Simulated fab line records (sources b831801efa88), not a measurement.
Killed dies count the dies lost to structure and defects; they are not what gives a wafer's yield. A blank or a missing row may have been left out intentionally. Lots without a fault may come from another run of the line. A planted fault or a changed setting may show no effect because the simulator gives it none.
fab line records	flow sky130
[record] lots = 7	wafers = 21	last_day = 50
route steps=708 shown PAD_OPEN@694
lots with no fault: from the same line, run without faults
start_h: hours from the record's opening day to when the first of the lot's shown wafers began	wait_h: time in hours since the lot's previous step	" the same as in the row above	L1.1+2: several wafers, shown together as one row	- no value, or no start was given	* or withheld: withheld	< > ~ a bound
route shown NAME@n: NAME is a module with steps in the file, n the number in the route of the first one	usual: mean and standard deviation over wafers with no fault	same: alike in all rows	chamber/n: place in a boat	sites: per-site readings	_std_site: standard deviation across them	_edge_site: outer sites' mean less inner sites'	radius_mm: how far each site lies from the wafer's centre	mask NAME#n: copy n	behind: the tool/chamber that last shaped the wafer	hold: reason for holding the lot/hours on hold/outcome of the hold	device: transistor that didn't switch, given as n, p or np	end of line: tests run on the same wafers once the route is complete	a step with no rows: only its recipe	killed: the dies lost at the first sort to structure and to defects; this is not the yield of the wafer	map: dies across one wafer; x = killed, . = not, _ = none there
set.NAME: the setting the step ran with; set.NAME@STEP: the setting that earlier step ran with	model.NAME: the simulator's own value behind a step, which no gauge read
lots at some steps of the route; a table a step, a row a wafer
services: when a tool's chamber went out of use (start_h, in hours from the record's first day, below 0 if earlier), for how many hours, and the reason
[[steps]]
[step SKY_PAD_OPEN_DEHYDRATE_00]
[recipe] temp_c = 200	time_s = 60
[step SKY_PAD_OPEN_HMDS_01]
[recipe] prime_time_s = 60	prime_temp_c = 120
[step SKY_PAD_OPEN_COAT_02]
[recipe] spin_rpm = 2000	resist_thk_nm = 3000
[step SKY_PAD_OPEN_SOFTBAKE_03]
[recipe] temp_c = 110	time_s = withheld
[step SKY_PAD_OPEN_EXPOSE_04]
[recipe] mask_id = PDM	target_cd_nm = 60000	na = 0.57	dose_mj = 260
[step SKY_PAD_OPEN_PEB_05]
[recipe] temp_c = 115	time_s = withheld
[step SKY_PAD_OPEN_DEVELOP_06]
[recipe] develop_time_s = 60	dev_temp_c = 23
[step SKY_PAD_OPEN_ETCH_07]
[recipe] chemistry = CF4/O2	target_depth_nm = 725	stop_on = AlCu	source_w = 800	bias_w = 150	pressure_mtorr = 150	cf4_flow_sccm = 80	O2_flow_sccm = 10	time_s = 161.1
[usual] drypump_motor_current_A = 5.9/0.46	oes_product_au = 0.980/0.0076	throttle_valve_pct = 5.965/0.0096
[same] time_s = 161.1
lot.wafer	tool	chamber	start_h	wait_h	drypump_motor_current_A	oes_product_au	rf_hours_counter_h	throttle_valve_pct
L298.1	rie_diel-01	1	1088.27	-	4.9	0.974	25	5.968
L298.4	"	0	"	"	5.4	0.989	8	5.969
L298.5	"	3	"	"	6.4	0.986	-	5.967
L301.2	rie_diel-02	2	1108.22	-	5.6	0.972	5	5.968
L301.3	"	3	"	"	5.9	0.976	20	5.959
L301.4	"	1	"	"	6.2	0.984	24	5.945
L303.1	rie_diel-01	1	1126.47	-	4.9	0.982	26	5.955
L303.3	"	3	"	"	6.5	0.983	19	5.964
L303.4	"	0	"	"	5.4	0.998	10	5.968
L304.1	rie_diel-02	0	1134.52	-	5.1	0.977	19	5.955
L304.3	"	2	"	"	5.6	0.979	6	5.962
L304.4	"	1	"	"	6.3	0.975	24	5.969
L312.2	rie_diel-01	2	1178.12	-	6.2	0.966	18	5.970
L312.4	"	3	"	"	6.5	0.983	20	5.968
L312.5	"	0	"	"	5.4	0.991	-	5.969
L315.2	rie_diel-01	0	1184.37	-	5.4	0.982	12	5.965
L315.4	"	3	"	"	6.5	0.995	21	5.976
L315.5	"	2	"	"	6.2	0.989	-	5.959
L319.2	rie_diel-04	0	1208.82	-	6.0	0.979	20	5.979
L319.3	"	2	"	"	5.8	0.984	29	5.968
L319.5	"	1	"	"	5.5	0.992	-	5.971
[step SKY_PAD_OPEN_STRIP_08]
[recipe] chemistry = O2/N2	power_w = 1400	pressure_mtorr = 1500	platen_temp_c = withheld	overash_fraction = 0.7	o2_flow_sccm = 3000	n2_flow_sccm = 300
[usual] drypump_motor_current_A = 5.9/0.5	oes_product_au = 0.663/0.0048
lot.wafer	tool	chamber	start_h	wait_h	drypump_motor_current_A	oes_product_au	rf_hours_counter_h
L298.1	plasma_asher-03	0	1088.37	0.1	5.7	0.660	93
L298.4	"	1	"	"	5.4	0.666	-
L298.5	"	0	"	"	5.7	0.667	-
L301.2	plasma_asher-03	0	1108.33	0.1	5.7	0.669	95
L301.3	"	1	"	"	5.3	0.663	-
L301.4	"	0	"	"	5.7	0.656	-
L303.1	plasma_asher-04	1	1126.58	0.1	5.1	0.662	69
L303.3	"	0	"	"	6.3	0.665	-
L303.4	"	1	"	"	5.1	0.668	-
L304.1	plasma_asher-02	0	1134.63	0.1	6.4	0.655	7
L304.3	"	0	"	"	6.4	0.668	-
L304.4	"	1	"	"	6.3	0.655	-
L312.2	plasma_asher-04	1	1178.22	0.1	5.1	0.665	74
L312.4	"	0	"	"	6.3	0.666	-
L312.5	"	0	"	"	6.3	0.658	-
L315.2	plasma_asher-03	1	1184.47	0.1	5.3	0.665	103
L315.4	"	0	"	"	5.8	0.665	-
L315.5	"	0	"	"	5.8	0.662	-
L319.2	plasma_asher-02	0	1208.92	0.1	6.4	0.664	14
L319.3	"	1	"	"	6.3	0.663	-
L319.5	"	0	"	"	6.4	0.661	-
[step SKY_PAD_OPEN_STRIP_09]
[recipe] chemistry = post_etch_residue_remover	time_s = 1200	temp_c = 72.5
[step SKY_PAD_OPEN_CLEAN_10]
[recipe] chemistry = IPA	time_s = 180	temp_c = 25
[step SKY_PAD_OPEN_CLEAN_11]
[recipe] chemistry = O3/DIW	dry = n2_spin
[step SKY_PAD_OPEN_ANNEAL_12]
[recipe] temp_c = 400	time_s = withheld	ambient = N2/H2	idle_temp_c = 300	ramp_up_c_per_min = 8	ramp_down_c_per_min = 4
[usual] spike_tc_bottom_C = 425.0/2.9	spike_tc_centre_C = 400.3/1	spike_tc_lower_C = 399.3/1.3	spike_tc_top_C = 429.8/2.3	spike_tc_upper_C = 399.8/0.93	tube_center_temp_C = 400/0.035	tube_center_temp_C_max = 401.02/0.17	zone_power_bottom_pct = 5.33/0.058	zone_power_centre_pct = 4.00/0.047	zone_power_top_pct = 10.72/0.12
lot.wafer	tool	chamber	start_h	wait_h	spike_tc_bottom_C	spike_tc_centre_C	spike_tc_lower_C	spike_tc_top_C	spike_tc_upper_C	tube_center_temp_C	tube_center_temp_C_max	zone_power_bottom_pct	zone_power_centre_pct	zone_power_top_pct
L298.1	furnace-02	0	1088.99	0.0	427.6	400.2	401.4	429.2	399.5	400	401.55	5.27	4.06	10.58
L298.4	"	0	"	"	427.1	399.9	400.5	426.6	398.8	399.96	400.96	5.31	4.08	10.65
L298.5	"	0	"	"	429.5	400.9	399.8	428.6	401.4	400	400.89	5.38	4.04	10.57
L301.2	furnace-01	0	1109.27	0.0	412.9	387.6	385.9	419.8	388.1	388.64	389.74	5.15	3.82	10.32
L301.3	"	0	"	"	411.3	389.1	387.0	420.4	387.5	388.62	389.72	5.16	3.81	10.27
L301.4	"	0	"	"	410.9	389.6	386.5	420.5	388.4	388.64	389.34	5.06	3.85	10.47
L303.1	furnace-01	0	1127.21	0.0	411.0	390.1	387.2	421.2	388.8	388.61	389.70	5.04	3.80	10.26
L303.3	"	0	"	"	410.2	388.8	386.8	419.4	388.2	388.62	389.53	5.04	3.83	10.19
L303.4	"	0	"	"	412.0	390.4	387.4	420.0	388.7	388.62	389.68	5.14	3.86	10.32
L304.1	furnace-01	0	1135.22	0.0	411.4	388.4	386.9	420.7	388.8	388.58	389.66	5.13	3.87	10.45
L304.3	"	0	"	"	412.1	389.0	387.7	419.2	388.8	388.65	389.85	5.06	3.90	10.54
L304.4	"	0	"	"	411.1	388.4	387.5	422.6	388.3	388.63	389.70	5.05	3.87	10.35
L312.2	furnace-02	0	1178.81	0.0	426.6	399.7	400.7	428.2	399.3	399.96	400.85	5.40	4.03	10.62
L312.4	"	0	"	"	430.5	400.3	401.2	426.9	400.1	400.02	401.00	5.34	4.05	10.74
L312.5	"	0	"	"	428.8	400.3	400.1	426.4	399.2	399.97	401.31	5.34	4.04	10.72
L315.2	furnace-02	0	1185.06	0.0	428.5	400.7	401.0	428.1	399.2	400.01	400.96	5.42	4.06	10.64
L315.4	"	0	"	"	427.6	399.7	398.9	427.1	400.7	399.97	400.88	5.32	3.97	10.80
L315.5	"	0	"	"	428.4	399.2	399.6	428.9	397.0	399.96	400.98	5.44	4.04	10.58
L319.2	furnace-01	0	1209.51	0.0	423.8	401.4	398.7	430.8	398.6	400.02	400.82	5.28	4.03	10.83
L319.3	"	0	"	"	423.6	398.8	398.6	431.4	399.1	399.98	400.95	5.36	3.94	10.74
L319.5	"	0	"	"	423.2	399.3	397.1	432.2	400.9	400.04	401.03	5.32	4.08	10.71
[step SKY_PAD_OPEN_BOW_MEAS_13]
[recipe] mode = bow
[usual] PAD_OPEN_BOW = 46/8.7
lot.wafer	tool	chamber	start_h	wait_h	PAD_OPEN_BOW[um]
L298.1	film_metro-01	-	1090.49	-	29
L298.4	"	-	"	"	38
L298.5	"	-	"	"	48
L301.2	film_metro-01	-	1110.79	-	53
L301.3	"	-	"	"	60
L301.4	"	-	"	"	58
L303.1	film_metro-01	-	1128.71	-	43
L303.3	"	-	"	"	41
L303.4	"	-	"	"	35
L304.1	film_metro-01	-	1136.72	-	40
L304.3	"	-	"	"	53
L304.4	"	-	"	"	58
L312.2	film_metro-02	-	1180.33	-	41
L312.4	"	-	"	"	41
L312.5	"	-	"	"	41
L315.2	film_metro-02	-	1186.58	-	46
L315.4	"	-	"	"	47
L315.5	"	-	"	"	59
L319.2	film_metro-01	-	1211.03	-	39
L319.3	"	-	"	"	49
L319.5	"	-	"	"	38
[step SKY_PAD_OPEN_PROBE_99]
[usual] defect_limited_yield = 82.5/1.8	killed_at_M0_to_M3 = 43/6.6	killed_at_M4_up = 3.2/1.8	killed_at_contacts = 24/5	killed_at_front_end = 15/4.5	killed_at_other = 0.2/0.46	killed_dies = 86/8.8	killed_open = 48/6.6	killed_short = 38/6.1	sort_bin_3_pad_short = 0.8/0.42	sort_bin_5_function = 10.4/1.4	sort_bin_6_memory = 6.3/1	sort_n_pass = 406/8.8	sort_yield_pct = 82.5/1.8
[same] gross_dies = 492	killed_at_back_side = 0	sort_bin_4_leakage[%] = 0	sort_bin_8_speed[%] = 0
lot.wafer	tool	chamber	start_h	wait_h	defect_limited_yield[%]	killed_at_M0_to_M3	killed_at_M4_up	killed_at_contacts	killed_at_front_end	killed_at_other	killed_dies	killed_open	killed_short	sort_bin_3_pad_short[%]	sort_bin_5_function[%]	sort_bin_6_memory[%]	sort_n_pass	sort_yield_pct[%]
L298.1	prober-02	-	1090.61	0.1	80.5	46	3	20	27	0	96	47	49	0.6	10.6	8.3	396	80.5
L298.4	prober-02	-	1090.76	0.2	80.7	47	1	23	23	1	95	60	35	0.4	11.8	7.1	397	80.7
L298.5	prober-02	-	1090.81	0.2	81.1	46	2	20	25	0	93	44	49	0.4	11.4	7.1	399	81.1
L301.2	prober-01	-	1110.94	0.1	79.1	51	6	29	17	0	103	55	48	1.0	12.2	7.7	389	79.1
L301.3	prober-01	-	1110.99	0.2	83.3	41	1	21	18	1	82	47	35	0.6	10.6	5.5	410	83.3
L301.4	prober-01	-	1111.04	0.2	80.9	44	1	33	16	0	94	48	46	1.4	12.4	5.3	398	80.9
L303.1	prober-01	-	1128.83	0.1	81.7	46	2	21	20	1	90	43	47	0.8	9.3	8.1	402	81.7
L303.3	prober-01	-	1128.93	0.2	83.7	34	4	23	18	1	80	43	37	0.6	9.8	5.9	412	83.7
L303.4	prober-01	-	1128.98	0.2	85.2	39	3	15	16	0	73	42	31	0.8	8.7	5.3	419	85.2
L304.1	prober-01	-	1136.84	0.1	86.4	37	2	19	8	1	67	38	29	0.4	7.5	5.7	425	86.4
L304.3	prober-01	-	1136.94	0.2	83.7	33	1	34	12	0	80	44	36	1.0	8.9	6.3	412	83.7
L304.4	prober-01	-	1136.99	0.2	84.3	40	1	24	12	0	77	45	32	0.4	8.3	6.9	415	84.3
L312.2	prober-02	-	1180.48	0.1	84.6	44	0	25	7	0	76	46	30	0.2	8.9	6.3	416	84.6
L312.4	prober-02	-	1180.58	0.2	83.5	39	8	25	9	0	81	37	44	0.6	10.6	5.3	411	83.5
L312.5	prober-02	-	1180.63	0.2	81.9	49	5	21	14	0	89	52	37	1.4	10.2	6.5	403	81.9
L315.2	prober-02	-	1186.73	0.1	82.3	44	6	22	15	0	87	47	40	1.2	10.2	6.3	405	82.3
L315.4	prober-02	-	1186.83	0.2	86.4	25	6	23	13	0	67	38	29	1.0	7.7	4.9	425	86.4
L315.5	prober-02	-	1186.88	0.2	81.3	53	5	24	10	0	92	50	42	1.0	10.4	7.3	400	81.3
L319.2	prober-01	-	1211.18	0.1	84.1	38	1	19	19	1	78	43	35	0.2	10.8	4.9	414	84.1
L319.3	prober-01	-	1211.23	0.2	82.7	38	2	24	21	0	85	41	44	1.2	10.2	5.9	407	82.7
L319.5	prober-01	-	1211.33	0.2	83.5	38	6	21	16	0	81	39	42	1.4	7.7	7.3	411	83.5
// killed by level:class
L298.1 VIA1:geometric_particle:open=12 FIELD_ISO:geometric_particle:short=8 CONTACT:geometric_particle:open=7 METAL2:geometric_particle:short=7 CONTACT:geometric_particle:short=6 METAL1:geometric_particle:short=6 POLY_GATE:geometric_particle:open=5 POLY_GATE:geometric_particle:short=5
L298.4 VIA1:geometric_particle:open=15 FIELD_ISO:geometric_particle:open=9 VIA2:geometric_particle:open=9 METAL2:geometric_particle:short=8 CONTACT:geometric_particle:open=7 LI_CONTACT:geometric_particle:open=6 FIELD_ISO:geometric_particle:short=5 VIA1:geometric_particle:short=5
L298.5 VIA1:geometric_particle:open=12 FIELD_ISO:geometric_particle:short=10 CONTACT:geometric_particle:open=7 METAL2:geometric_particle:short=7 POLY_GATE:geometric_particle:open=6 CONTACT:geometric_particle:short=5 VIA2:geometric_particle:short=5 VIA3:geometric_particle:open=5
L301.2 CONTACT:geometric_particle:open=13 VIA2:geometric_particle:open=11 VIA1:geometric_particle:open=10 FIELD_ISO:geometric_particle:short=9 METAL1:geometric_particle:short=7 LI_CONTACT:geometric_particle:open=6 CONTACT:geometric_particle:short=6 VIA3:geometric_particle:open=6
L301.3 VIA1:geometric_particle:open=13 CONTACT:geometric_particle:open=8 FIELD_ISO:geometric_particle:short=7 VIA1:geometric_particle:short=7 LI_CONTACT:geometric_particle:open=5 VIA2:geometric_particle:open=5 METAL1:geometric_particle:short=5 SPACER:geometric_particle:open=4
L301.4 CONTACT:geometric_particle:open=11 VIA2:geometric_particle:open=10 CONTACT:geometric_particle:short=9 FIELD_ISO:geometric_particle:open=7 LI_CONTACT:geometric_particle:open=7 METAL2:geometric_particle:short=6 VIA2:geometric_particle:short=5 LOCAL_INTERCONNECT:geometric_particle:short=5
L303.1 METAL2:geometric_particle:short=9 VIA1:geometric_particle:open=7 LI_CONTACT:geometric_particle:open=6 CONTACT:geometric_particle:open=6 VIA2:geometric_particle:open=6 FIELD_ISO:geometric_particle:open=5 POLY_GATE:geometric_particle:short=5 CONTACT:geometric_particle:short=5
L303.3 VIA1:geometric_particle:open=12 CONTACT:geometric_particle:open=11 FIELD_ISO:geometric_particle:short=8 CONTACT:geometric_particle:short=6 VIA2:geometric_particle:open=6 FIELD_ISO:geometric_particle:open=4 METAL1:geometric_particle:short=4 METAL4:geometric_particle:short=4
L303.4 VIA1:geometric_particle:open=10 FIELD_ISO:geometric_particle:open=6 VIA3:geometric_particle:open=4 POLY_GATE:geometric_particle:short=4 LI_CONTACT:geometric_particle:open=4 CONTACT:geometric_particle:open=4 METAL1:geometric_particle:short=4 METAL3:geometric_particle:short=4
L304.1 CONTACT:geometric_particle:open=10 VIA2:geometric_particle:open=9 VIA3:geometric_particle:open=7 VIA1:geometric_particle:open=5 CONTACT:geometric_particle:short=4 METAL1:geometric_particle:short=4 FIELD_ISO:geometric_particle:short=3 METAL2:geometric_particle:short=3
L304.3 CONTACT:geometric_particle:open=17 VIA1:geometric_particle:open=8 POLY_GATE:geometric_particle:short=5 LI_CONTACT:geometric_particle:short=5 METAL1:geometric_particle:short=5 POLY_GATE:geometric_particle:open=4 LI_CONTACT:geometric_particle:open=4 LOCAL_INTERCONNECT:geometric_particle:short=4
L304.4 CONTACT:geometric_particle:open=9 VIA1:geometric_particle:open=9 VIA3:geometric_particle:open=8 METAL1:geometric_particle:short=6 LI_CONTACT:geometric_particle:open=5 METAL2:geometric_particle:short=5 LOCAL_INTERCONNECT:geometric_particle:short=4 VIA2:geometric_particle:open=4
L312.2 CONTACT:geometric_particle:open=11 VIA1:geometric_particle:short=11 VIA2:geometric_particle:open=11 VIA1:geometric_particle:open=8 LI_CONTACT:geometric_particle:open=5 LI_CONTACT:geometric_particle:short=5 VIA3:geometric_particle:open=5 METAL1:geometric_particle:short=4
L312.4 CONTACT:geometric_particle:open=8 CONTACT:geometric_particle:short=7 VIA1:geometric_particle:open=7 VIA3:geometric_particle:open=7 METAL4:geometric_particle:short=7 METAL2:geometric_particle:short=6 VIA2:geometric_particle:open=6 METAL1:geometric_particle:short=5
L312.5 VIA1:geometric_particle:open=12 VIA3:geometric_particle:open=9 LI_CONTACT:geometric_particle:open=8 CONTACT:geometric_particle:open=8 VIA1:geometric_particle:short=7 METAL1:geometric_particle:short=5 FIELD_ISO:geometric_particle:short=4 FIELD_ISO:geometric_particle:open=3
L315.2 FIELD_ISO:geometric_particle:open=9 VIA2:geometric_particle:open=9 CONTACT:geometric_particle:open=8 VIA1:geometric_particle:open=8 LI_CONTACT:geometric_particle:open=6 METAL2:geometric_particle:short=6 METAL4:geometric_particle:short=6 CONTACT:geometric_particle:short=5
L315.4 CONTACT:geometric_particle:open=8 LI_CONTACT:geometric_particle:open=6 VIA2:geometric_particle:open=5 FIELD_ISO:geometric_particle:open=4 POLY_GATE:geometric_particle:short=4 METAL4:geometric_particle:short=4 CONTACT:geometric_particle:short=4 METAL1:geometric_particle:open=4
L315.5 METAL1:geometric_particle:short=9 VIA1:geometric_particle:open=9 VIA3:geometric_particle:open=9 LI_CONTACT:geometric_particle:open=8 CONTACT:geometric_particle:open=8 VIA2:geometric_particle:open=7 VIA1:geometric_particle:short=6 LOCAL_INTERCONNECT:geometric_particle:short=5
L319.2 VIA3:geometric_particle:open=10 VIA1:geometric_particle:open=7 POLY_CUT:geometric_particle:short=6 LI_CONTACT:geometric_particle:open=5 FIELD_ISO:geometric_particle:open=4 CONTACT:geometric_particle:open=4 METAL1:geometric_particle:short=4 FIELD_ISO:geometric_particle:short=3
L319.3 CONTACT:geometric_particle:open=9 POLY_GATE:geometric_particle:open=7 METAL1:geometric_particle:short=7 VIA1:geometric_particle:short=7 FIELD_ISO:geometric_particle:short=5 LOCAL_INTERCONNECT:geometric_particle:short=5 METAL2:geometric_particle:short=5 LI_CONTACT:geometric_particle:open=4
L319.5 VIA1:geometric_particle:open=14 CONTACT:geometric_particle:open=9 LOCAL_INTERCONNECT:geometric_particle:short=6 VIA1:geometric_particle:short=6 METAL4:geometric_particle:short=5 POLY_GATE:geometric_particle:short=4 POLY_GATE:geometric_particle:open=4 LI_CONTACT:geometric_particle:open=4
[[services]]
tool	chamber	start_h	hours	kind
rie_diel-02	3	1081.34	4.4	repair
furnace-02	-	1081.40	3.8	pm
rie_diel-01	1	1103.15	3.1	repair
rie_diel-01	3	1107.78	11.9	repair
furnace-02	-	1115.84	11.9	pm
rie_diel-02	1	1120.97	3.7	repair
rie_diel-04	3	1127.34	6.8	repair
rie_diel-04	-	1128.62	0.2	repair
furnace-02	-	1130.50	2.8	pm
furnace-02	-	1133.26	3.2	pm
rie_diel-02	-	1167.17	22.0	repair
rie_diel-02	-	1186.60	1.0	repair
[[key]]
[first_sign] step = SKY_PAD_OPEN_ANNEAL_12	reading = tube_center_temp_C	direction = down	sigmas = 99+	usual = *	struck = *
[effect] step = SKY_PAD_OPEN_ANNEAL_12	reading = tube_center_temp_C_max	direction = down	sigmas = 68	usual = *	struck = *
met_at SKY_PAD_OPEN_ANNEAL_12
struck_wafers L301.2,L301.3,L301.4,L303.1,L303.3,L303.4,L304.1,L304.3,L304.4
[fault] kind = process_parameter_drift	tool = furnace-01	chamber = -	onset_h = 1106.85	steps = SKY_PAD_OPEN_ANNEAL_12	channel = temp_c	offset = *	shape = step	end_h = 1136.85	acts_in = *	stated = *
